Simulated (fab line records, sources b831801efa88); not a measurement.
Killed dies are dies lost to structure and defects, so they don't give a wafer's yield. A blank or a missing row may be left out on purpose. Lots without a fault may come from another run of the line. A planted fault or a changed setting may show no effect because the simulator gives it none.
Which tool did it? | flow gf180mcu | 14 lots, 41 wafers sampled, at 5 steps of a route of 602

WHAT THE GAUGES READ, wafer by wafer
GF_STI_CD_MEAS_12: target cd 220 nm. Usual: cd_nm 219.9 nm, standard deviation 1.1.
lot  | measured    | on        | cd_nm (nm)        | flag
L276 | day 2 01:40 | cd_sem-02 | 221.0 220.3       |
L277 | day 2 07:16 | cd_sem-01 | 219.8 220.0 220.2 |
L279 | day 2 16:39 | cd_sem-02 | 220.8 221.1 222.0 |
L280 | day 3 00:01 | cd_sem-01 | 220.0 219.8 220.3 |
L282 | day 3 08:25 | cd_sem-02 | 220.3 221.3 220.7 |
L283 | day 3 14:30 | cd_sem-02 | 218.1 219.9 220.3 |
L284 | day 3 18:07 | cd_sem-01 | 218.9 219.4 220.0 |
L285 | day 4 00:01 | cd_sem-01 | 221.9 222.9 221.8 |
L288 | day 4 17:55 | cd_sem-02 | 219.4 220.5 219.9 |
L289 | day 4 22:20 | cd_sem-02 | 219.1 220.3 219.4 |
L293 | day 5 17:26 | cd_sem-01 | 220.1 220.7 220.6 |
L294 | day 5 22:58 | cd_sem-01 | 220.9 220.8 220.5 |
L298 | day 6 18:02 | cd_sem-02 | 218.1 219.2 217.7 |
L299 | day 6 23:40 | cd_sem-01 | 220.8 219.7 220.8 |

GF_STI_THK_MEAS_24. Usual: STI_CVD_23_THK 652 nm, standard deviation 10.
lot  | measured    | on            | STI_CVD_23_THK (nm) | flag
L276 | day 2 04:19 | film_metro-02 | 675 671             |
L277 | day 2 09:44 | film_metro-04 | 663 654 649         |
L279 | day 2 19:09 | film_metro-02 | 665 640 661         |
L280 | day 3 02:05 | film_metro-03 | 640 659 659         |
L282 | day 3 10:24 | film_metro-02 | 642 667 669         |
L283 | day 3 20:23 | film_metro-04 | 665 647 665         |
L284 | day 3 20:22 | film_metro-03 | 636 654 639         |
L285 | day 4 05:52 | film_metro-03 | 652 653 659         |
L288 | day 4 21:41 | film_metro-03 | 646 663 664         |
L289 | day 5 01:49 | film_metro-04 | 641 646 648         |
L293 | day 5 19:23 | film_metro-02 | 644 641 643         |
L294 | day 6 00:57 | film_metro-02 | 656 638 654         |
L298 | day 6 23:26 | film_metro-02 | 653 648 648         |
L299 | day 7 03:33 | film_metro-03 | 637 662 661         |

GF_STI_THK_MEAS_30. Usual: STI_OXIDATION_02_THK 9.94 nm, standard deviation 0.18.
lot  | measured    | on            | STI_OXIDATION_02_THK (nm) | flag
L276 | day 2 07:05 | film_metro-04 | 9.96 10.07                |
L277 | day 2 12:09 | film_metro-02 | 10.13 10.19 10.21         |
L279 | day 2 21:30 | film_metro-03 | 9.66 9.71 9.86            |
L280 | day 3 04:55 | film_metro-02 | 10.01 10.04 9.98          |
L282 | day 3 13:10 | film_metro-04 | 9.86 9.73 9.69            |
L283 | day 4 00:17 | film_metro-04 | 9.85 9.68 9.66            |
L284 | day 4 00:16 | film_metro-03 | 10.02 10.13 10.09         |
L285 | day 4 09:02 | film_metro-02 | 9.95 9.95 9.94            |
L288 | day 5 00:06 | film_metro-03 | 9.99 9.93 10.05           |
L289 | day 5 05:09 | film_metro-02 | 10.40 10.25 10.40         |
L293 | day 5 21:56 | film_metro-02 | 11.21 11.11 11.29         | OFF
L294 | day 6 03:49 | film_metro-02 | 11.32 11.35 11.38         | OFF
L298 | day 7 02:29 | film_metro-03 | 9.67 9.79 9.78            |
L299 | day 7 05:55 | film_metro-03 | 9.90 9.70 9.85            |

GF_MVSD_OVL_MEAS_07. Usual: MVSD_OVL -0.4 nm, standard deviation 1.8.
lot  | measured     | on         | MVSD_OVL (nm)  | flag
L276 | day 4 10:32  | overlay-01 | -1.7 -1.0      |
L277 | day 4 15:56  | overlay-02 | -1.3 -1.1 -1.0 |
L279 | day 5 01:05  | overlay-02 | -0.5 -0.4 -0.7 |
L280 | day 5 10:13  | overlay-01 | 0.2 0.5 0.6    |
L282 | day 5 20:02  | overlay-02 | -1.5 -0.6 -1.1 |
L283 | day 6 07:40  | overlay-01 | -5.8 -3.6 -3.2 |
L284 | day 6 08:50  | overlay-01 | -0.6 -0.5 0.5  |
L285 | day 6 17:43  | overlay-01 | 1.6 -0.1 1.7   |
L288 | day 7 12:20  | overlay-02 | 2.1 1.6 1.4    |
L289 | day 7 16:36  | overlay-02 | 0.7 1.8 1.9    |
L293 | day 8 12:56  | overlay-02 | 0.7 -1.1 0.8   |
L294 | day 8 17:42  | overlay-02 | 1.2 3.0 1.8    |
L298 | day 9 21:56  | overlay-01 | 3.9 2.2 2.5    |
L299 | day 10 00:07 | overlay-02 | -1.5 -4.0 -3.3 |

WHICH TOOL RAN EACH LOT (tool, then ch and the chambers of the sampled wafers, then the start)
lot  | GF_STI_OXIDATION_29
L276 | furnace-01 ch 0, day 2 05:40
L277 | furnace-02 ch 0, day 2 10:44
L279 | furnace-01 ch 0, day 2 20:07
L280 | furnace-01 ch 0, day 3 03:31
L282 | furnace-01 ch 0, day 3 11:45
L283 | furnace-01 ch 0, day 3 22:52
L284 | furnace-01 ch 0, day 3 22:52
L285 | furnace-02 ch 0, day 4 07:37
L288 | furnace-02 ch 0, day 4 22:41
L289 | furnace-01 ch 0, day 5 03:44
L293 | furnace-01 ch 0, day 5 20:31
L294 | furnace-01 ch 0, day 6 02:25
L298 | furnace-02 ch 0, day 7 01:05
L299 | furnace-02 ch 0, day 7 04:31
- GF_STI_OXIDATION_29: stabilise 600 s, purge 300 s, target thk 10 nm.

WHAT THE TOOLS THEMSELVES READ (means of the sampled wafers that have a number; where no wafer has one, the mark that the record gives instead)
GF_STI_OXIDATION_29. Usual: spike_tc_lower_C 900.2 C, standard deviation 1; spike_tc_top_C 908.7 C, standard deviation 1.2; tube_center_temp_C 900 C, standard deviation 0.082; zone_power_centre_pct 20.18 %, standard deviation 0.24.
lot  | tool       | spike_tc_lower_C (C) | spike_tc_top_C (C) | tube_center_temp_C (C) | zone_power_centre_pct (%) | flag
L276 | furnace-01 | 899.8                | 909.2              | 900                    | 20.12                     |
L277 | furnace-02 | 899.8                | 907.3              | 900                    | 20.26                     |
L279 | furnace-01 | 900.1                | 908.5              | 900                    | 20.15                     |
L280 | furnace-01 | 900.2                | 908.9              | 900                    | 19.96                     |
L282 | furnace-01 | 899.6                | 909.4              | 900                    | 20.07                     |
L283 | furnace-01 | 899.6                | 908.8              | 900                    | 20.13                     |
L284 | furnace-01 | 901.0                | 908.9              | 900                    | 20.09                     |
L285 | furnace-02 | 900.5                | 907.6              | 900                    | 20.21                     |
L288 | furnace-02 | 901.0                | 908.7              | 900                    | 20.41                     |
L289 | furnace-01 | 899.9                | 909.5              | 900                    | 19.93                     |
L293 | furnace-01 | 900.0                | 909.5              | 900                    | 20.01                     |
L294 | furnace-01 | 899.9                | 908.8              | 900                    | 19.81                     |
L298 | furnace-02 | 900.0                | 908.3              | 900                    | 20.39                     |
L299 | furnace-02 | 900.4                | 906.9              | 900                    | 20.38                     |

THE ANSWER, worked out from the rows above alone
Rule: a lot is off if the mean of its wafers that have a number lies more than 3 standard deviations from the usual mean. A lot without any number at a reading at which 4 lots or more have one is off too. The other lots that the step has rows for count as sound. The gauges are gone through in route order, then the tools' own readings, and for those a lot's mean is taken as printed above. The first step at which some lot is off is used, and at that step the reading that is off furthest; a lot without a number counts as furthest.
Off: L293, L294, at GF_STI_THK_MEAS_30 (STI_OXIDATION_02_THK).
A tool fits if, at a process step before that reading, it ran every lot that is off, and no sound lot after the first of them. The gauges at GF_STI_THK_MEAS_30 are tried like those tools. Can't be told from this: 2 tools fit, furnace-01 at GF_STI_OXIDATION_29, film_metro-02 at GF_STI_THK_MEAS_30.

WHAT THE SIMULATOR HAD PUT IN
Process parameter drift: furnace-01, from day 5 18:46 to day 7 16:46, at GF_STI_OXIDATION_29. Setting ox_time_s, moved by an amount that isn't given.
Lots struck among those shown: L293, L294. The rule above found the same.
